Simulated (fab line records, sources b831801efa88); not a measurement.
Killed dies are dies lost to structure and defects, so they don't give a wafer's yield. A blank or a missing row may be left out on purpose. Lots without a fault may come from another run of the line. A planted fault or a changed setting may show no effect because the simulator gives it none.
fab line records | flow gf180mcu | part 2 of 2: steps 26 to 33 of 33
record lots=5 wafers=15 last_day=33
route steps=602 shown V4@482 MIM@503
lots that met no fault: from a run of the same line without faults
start_h: hours from the record's first day to the start of the lot's first wafer shown | wait_h: hours since the lot's step before | " the same as in the row above | L1.1+2: a row that stands for several wafers | - no value, or no start given | * or withheld: withheld | < > ~ a bound
route shown NAME@n: a module of which the file shows steps, and the number in the route of the first | usual: mean/standard deviation of fault-free wafers | same: alike in all rows | chamber/n: place in a boat | sites: the reading at each site | _std_site: their standard deviation | _edge_site: outer sites' mean less inner sites' | radius_mm: how far each site lies from the wafer's centre | mask NAME#n: copy n | behind: the tool/chamber that last shaped the wafer | hold: why the lot was held/for how many hours/how that ended | device: the transistor (n, p or np) that didn't switch | end of line: the same wafers' tests at the end of the route | a step without rows: its recipe alone | killed: dies lost to structure and defects at the first sort, not the wafer's yield | map: a wafer's dies, x killed, . not, _ none there
set.NAME: the setting as run; set.NAME@STEP: as run at that earlier step | model.NAME: the simulator's own value behind a step, which no gauge read
lots at some steps of the route; a table a step, a row a wafer
services: from which hour (start_h, from the record's first day; less than 0 if before it) a tool's chamber was out of use, for how many hours, and why
## steps
# step GF_MIM_SPUTTER_04
# recipe material=TiN target_thk_nm=50 power_w=6500 time_s=41.7 chamber_pressure_pa=0.4
# usual chamber_pressure_pa=0.4001/0.00081 throttle_valve_pct=30.2/1.5
# columns lot.wafer tool chamber start_h wait_h chamber_pressure_pa throttle_valve_pct
L075.2 pvd_sputter-04 - 573.01 0.0 0.4004 32.0
L075.3 " - " " 0.3993 29.6
L075.6 " - " " 0.4000 31.9
L076.1 pvd_sputter-02 - 576.31 0.0 0.4013 31.4
L076.3 " - " " 0.4001 26.8
L076.4 " - " " 0.4000 30.8
L078.1 pvd_sputter-04 - 595.90 0.0 0.3998 31.4
L078.2 " - " " 0.3998 30.2
L078.4 " - " " 0.4002 30.0
L083.3 pvd_sputter-04 - 632.27 0.0 0.3998 29.7
L083.4 " - " " 0.4008 31.4
L083.6 " - " " 0.4018 31.5
L092.1 pvd_sputter-01 - 699.46 0.0 0.4008 28.3
L092.3 " - " " 0.4013 29.7
L092.6 " - " " 0.3995 30.5
# step GF_MIM_CVD_05
# recipe material=Si3N4 target_thk_nm=42 temp_max_c=400 temp_c=385 time_s=29.086 rf_w=466.2
# usual heater_power_w=671/95 susceptor_temp_C=385.00/0.2 temp_max_c=400.04/0.23
# columns lot.wafer tool chamber start_h wait_h heater_power_w susceptor_temp_C temp_max_c
L075.2 pecvd-04 0 573.05 0.0 611 385.18 399.81
L075.3 " 2 " " 673 384.96 400.00
L075.6 " 2 " " 673 385.28 400.18
L076.1 pecvd-03 1 576.35 0.0 763 384.79 399.92
L076.3 " 0 " " 791 385.08 400.22
L076.4 " 2 " " 604 384.60 400.16
L078.1 pecvd-03 1 595.94 0.0 797 384.78 400.04
L078.2 " 2 " " 549 385.02 400.08
L078.4 " 1 " " 813 384.81 399.83
L083.3 pecvd-03 2 632.31 0.0 604 384.88 400.08
L083.4 " 2 " " 610 384.97 400.04
L083.6 " 1 " " 667 384.85 399.80
L092.1 pecvd-01 2 699.50 0.0 666 384.88 399.92
L092.3 " 1 " " 548 384.92 399.70
L092.6 " 2 " " 664 385.10 400.03
# step GF_MIM_THK_MEAS_06
# recipe reads=Si3N4_of_MIM_CVD_05
# usual MIM_CVD_05_THK=42.3/0.6
# columns lot.wafer tool chamber start_h wait_h MIM_CVD_05_THK[nm]
L075.2 film_metro-03 - 573.09 0.0 41.5
L075.3 " - " " 42.3
L075.6 " - " " 42.5
L076.1 film_metro-04 - 576.39 0.0 41.5
L076.3 " - " " 42.4
L076.4 " - " " 42.6
L078.1 film_metro-03 - 595.97 0.0 41.7
L078.2 " - " " 42.4
L078.4 " - " " 41.9
L083.3 film_metro-04 - 632.36 0.0 41.6
L083.4 " - " " 42.9
L083.6 " - " " 42.3
L092.1 film_metro-01 - 699.54 0.0 42.1
L092.3 " - " " 42.3
L092.6 " - " " 43.1
# step GF_MIM_SPUTTER_07
# recipe material=TiN target_thk_nm=60 power_w=6500 time_s=50 chamber_pressure_pa=0.4
# usual chamber_pressure_pa=0.3999/0.0007 throttle_valve_pct=29.8/1.5
# columns lot.wafer tool chamber start_h wait_h chamber_pressure_pa throttle_valve_pct
L075.2 pvd_sputter-01 - 573.14 0.0 0.4000 28.5
L075.3 " - " " 0.3998 29.8
L075.6 " - " " 0.3988 28.0
L076.1 pvd_sputter-01 - 576.45 0.1 0.4011 27.9
L076.3 " - " " 0.4004 30.3
L076.4 " - " " 0.4001 29.6
L078.1 pvd_sputter-01 - 596.03 0.1 0.4003 29.6
L078.2 " - " " 0.4003 28.1
L078.4 " - " " 0.3996 28.2
L083.3 pvd_sputter-02 - 632.40 0.0 0.3984 30.7
L083.4 " - " " 0.4000 27.0
L083.6 " - " " 0.4003 31.2
L092.1 pvd_sputter-02 - 699.60 0.1 0.4001 26.8
L092.3 " - " " 0.4015 31.0
L092.6 " - " " 0.3993 30.5
# step GF_MIM_SPUTTER_08
# recipe material=AlCu target_thk_nm=200 power_w=10600 time_s=10.6 chamber_pressure_pa=0.4
# usual chamber_pressure_pa=0.4001/0.00078 throttle_valve_pct=29.8/1.5
# columns lot.wafer tool chamber start_h wait_h chamber_pressure_pa throttle_valve_pct
L075.2 pvd_sputter-01 - 573.19 0.0 0.3996 28.3
L075.3 " - " " 0.3991 29.7
L075.6 " - " " 0.4011 28.0
L076.1 pvd_sputter-01 - 576.49 0.0 0.3997 28.0
L076.3 " - " " 0.4002 30.4
L076.4 " - " " 0.3997 29.4
L078.1 pvd_sputter-01 - 596.07 0.0 0.4000 29.4
L078.2 " - " " 0.3999 28.0
L078.4 " - " " 0.4002 28.4
L083.3 pvd_sputter-02 - 632.45 0.0 0.4003 30.8
L083.4 " - " " 0.3986 27.0
L083.6 " - " " 0.4013 31.3
L092.1 pvd_sputter-02 - 699.64 0.0 0.3992 27.1
L092.3 " - " " 0.3997 31.4
L092.6 " - " " 0.4012 30.4
# step GF_MIM_SPUTTER_09
# recipe material=TiN target_thk_nm=35 power_w=6500 time_s=29.2 chamber_pressure_pa=0.4
# usual chamber_pressure_pa=0.4001/0.00075 throttle_valve_pct=29.8/1.5
# columns lot.wafer tool chamber start_h wait_h chamber_pressure_pa throttle_valve_pct
L075.2 pvd_sputter-01 - 573.21 0.0 0.3994 28.2
L075.3 " - " " 0.4001 29.7
L075.6 " - " " 0.3997 28.3
L076.1 pvd_sputter-01 - 576.51 0.0 0.4002 28.2
L076.3 " - " " 0.4001 30.6
L076.4 " - " " 0.4000 29.4
L078.1 pvd_sputter-01 - 596.10 0.0 0.3994 29.7
L078.2 " - " " 0.3989 28.0
L078.4 " - " " 0.4001 28.3
L083.3 pvd_sputter-02 - 632.48 0.0 0.4000 30.5
L083.4 " - " " 0.4000 26.8
L083.6 " - " " 0.4002 31.1
L092.1 pvd_sputter-02 - 699.66 0.0 0.4006 26.8
L092.3 " - " " 0.3999 31.3
L092.6 " - " " 0.3997 30.7
# step GF_MIM_RS_MEAS_10
# recipe thk_meas_gauge=four-point-probe reads=TiN_of_MIM_SPUTTER_09+AlCu_of_MIM_SPUTTER_08+TiN_of_MIM_SPUTTER_07
# usual MIM_ALCU_RS=0.1594/0.0019
# columns lot.wafer tool chamber start_h wait_h MIM_ALCU_RS[ohm/sq]
L075.2 film_metro-04 - 573.26 0.0 0.1602
L075.3 " - " " 0.1606
L075.6 " - " " 0.1595
L076.1 film_metro-01 - 576.55 0.0 0.1604
L076.3 " - " " 0.1588
L076.4 " - " " 0.1609
L078.1 film_metro-01 - 596.13 0.0 0.1614
L078.2 " - " " 0.1631
L078.4 " - " " 0.1615
L083.3 film_metro-03 - 632.55 0.1 0.1581
L083.4 " - " " 0.1569
L083.6 " - " " 0.1584
L092.1 film_metro-04 - 699.70 0.0 0.1569
L092.3 " - " " 0.1581
L092.6 " - " " 0.1584
# step GF_MIM_THK_MEAS_11
# recipe thk_meas_gauge=xrf reads=AlCu_of_MIM_SPUTTER_08
# usual MIM_ALCU_THK=200/3
# columns lot.wafer tool chamber start_h wait_h MIM_ALCU_THK[nm]
L075.2 film_metro-04 - 573.37 0.1 200
L075.3 " - " " 199
L075.6 " - " " 200
L076.1 film_metro-01 - 576.67 0.1 198
L076.3 " - " " 199
L076.4 " - " " 196
L078.1 film_metro-01 - 596.25 0.1 196
L078.2 " - " " 194
L078.4 " - " " 195
L083.3 film_metro-03 - 632.65 0.1 203
L083.4 " - " " 204
L083.6 " - " " 201
L092.1 film_metro-04 - 699.82 0.1 204
L092.3 " - " " 204
L092.6 " - " " 203
## services
# columns tool chamber start_h hours kind
krf_scanner-01 - 538.30 1.0 pm
pvd_sputter-04 - 541.07 0.5 repair
krf_scanner-01 - 546.54 3.6 pm
wet_bench-01 - 560.69 5.7 repair
pecvd-03 1 561.88 12.7 repair
cmp-01 - 578.35 1.0 repair
pvd_sputter-01 - 589.97 2.3 repair
plasma_asher-04 - 591.06 1.5 repair
pecvd-03 - 593.12 2.8 pm
cvd_w-01 - 613.89 0.7 repair
pecvd-03 - 614.72 0.5 repair
pvd_sputter-01 - 623.24 3.1 repair
cmp-01 - 623.58 1.3 repair
cmp-01 - 629.05 3.9 repair
rie_diel-04 3 631.83 5.0 repair
krf_scanner-01 - 635.90 1.3 pm
pvd_sputter-01 - 638.43 4.1 repair
krf_scanner-01 - 654.24 0.8 pm
pvd_sputter-04 - 656.80 3.9 repair
wet_bench-01 - 659.20 4.6 repair
pvd_sputter-01 - 663.85 4.7 repair
cvd_w-01 - 665.84 2.5 repair
pvd_sputter-04 - 681.88 2.1 repair
rie_diel-04 3 683.95 6.2 repair
